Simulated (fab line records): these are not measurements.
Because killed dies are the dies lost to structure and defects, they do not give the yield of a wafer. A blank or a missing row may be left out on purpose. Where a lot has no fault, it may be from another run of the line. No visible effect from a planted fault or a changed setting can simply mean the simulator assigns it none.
Chamber matching | flow sky130 | SKY_VIA1_ETCH_15 on rie diel-03: 4 sister chambers
The step etches SiO2 in C4F8/O2/Ar, stops on TiN, target depth 351 nm, time 54 s. 4 wafers are shown with their chamber, then 9 later ones without.

== WAFERS, EACH WITH ITS CHAMBER ==
wafer  | chamber | oes product au (a.u.)
L081.1 | 2       | 0.974
L083.1 | 1       | 0.990
L083.2 | 0       | 0.986
L083.3 | 3       | 0.988

== WAFERS WITHOUT THEIR CHAMBER ==
wafer  | oes product au (a.u.)
L087.1 | 0.978
L087.2 | 0.980
L087.6 | 0.988
L094.2 | 0.973
L094.4 | 0.984
L094.6 | 0.974
L096.1 | 0.978
L096.2 | 0.986
L096.4 | 0.983

== WHICH CHAMBER EACH ONE RAN IN ==
wafer  | from the rows above               | in truth
L087.1 | can't be placed: 2 or 0 or 3      | 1
L087.2 | can't be placed: 0 or 2 or 3 or 1 | 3
L087.6 | can't be placed: 3 or 0 or 1      | 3
L094.2 | 2                                 | 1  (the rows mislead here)
L094.4 | can't be placed: 0 or 3 or 1      | 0
L094.6 | 2                                 | 2
L096.1 | can't be placed: 2 or 0 or 3      | 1
L096.2 | can't be placed: 0 or 3 or 1      | 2
L096.4 | can't be placed: 0 or 3 or 1 or 2 | 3
Correctly placed: 1 of 9. These rows do not allow placing 7 (true chamber among the candidates in 4). Number placed wrongly: 1.
How it was worked out, from the rows above alone: a wafer's distance from a chamber is the root of the sum, over the readings, of the square of ((its reading less the chamber's mean) divided by the reading's scatter). The wafer belongs to the nearest chamber; if the next one is less than 2 further off, it can't be placed. Each chamber's mean is taken over the wafers shown for it. The scatter: with one shown wafer a chamber, the root of the mean of the squares of how far each hidden wafer lies from its nearest shown one.
